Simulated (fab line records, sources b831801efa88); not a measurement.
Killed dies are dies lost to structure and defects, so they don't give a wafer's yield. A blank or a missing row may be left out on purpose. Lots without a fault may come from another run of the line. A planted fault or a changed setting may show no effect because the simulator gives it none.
Chamber matching | flow sky130 | SKY_VIA1_CMP_24 on cmp-01: 4 sister chambers
The step polishes, stops on SiO2, t overpolish 15 s, target thk 0 nm. 8 wafers are shown with their chamber, then 7 later ones without.

WAFERS WITH THEIR CHAMBER
wafer  | chamber | motor_current_A (A) | time_to_endpoint_s (s)
L551.1 | 0       | 12.1                | 61
L551.2 | 1       | 11.0                | 62
L551.3 | 2       | 10.0                | 61
L553.2 | 0       | 11.8                | 65
L553.4 | 3       | 9.2                 | 65
L553.5 | 2       | 10.1                | 65
L559.1 | 1       | 10.4                | 68
L559.4 | 3       | 9.3                 | 70

WAFERS WITHOUT THEIR CHAMBER
wafer  | motor_current_A (A) | time_to_endpoint_s (s)
L559.5 | 10.1                | 67
L567.2 | 11.1                | 64
L567.3 | 12.0                | 59
L567.4 | 9.7                 | 66
L571.1 | 9.5                 | 65
L571.4 | 10.2                | 63
L571.6 | 9.9                 | 65

WHICH CHAMBER EACH WENT THROUGH
wafer  | from the rows above     | in truth
L559.5 | can't be placed: 2 or 1 | 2
L567.2 | can't be placed: 1 or 0 | 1
L567.3 | 0                       | 0
L567.4 | can't be placed: 2 or 3 | 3
L571.1 | can't be placed: 3 or 2 | 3
L571.4 | can't be placed: 2 or 1 | 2
L571.6 | can't be placed: 2 or 3 | 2
Placed correctly: 1 of 7. Can't be placed from these rows: 6 (the true chamber is among the candidates in 6). Placed wrongly: 0.
How it was worked out, from the rows above alone: a wafer's distance from a chamber is the root of the sum, over the readings, of the square of ((its reading less the chamber's mean) divided by the reading's scatter). The wafer belongs to the nearest chamber; if the next one is less than 2 further off, it can't be placed. A chamber's mean is the mean of its shown wafers. The scatter: the root of (the sum of the squares of (reading less its chamber's mean) over the shown wafers, divided by (wafers less chambers)).
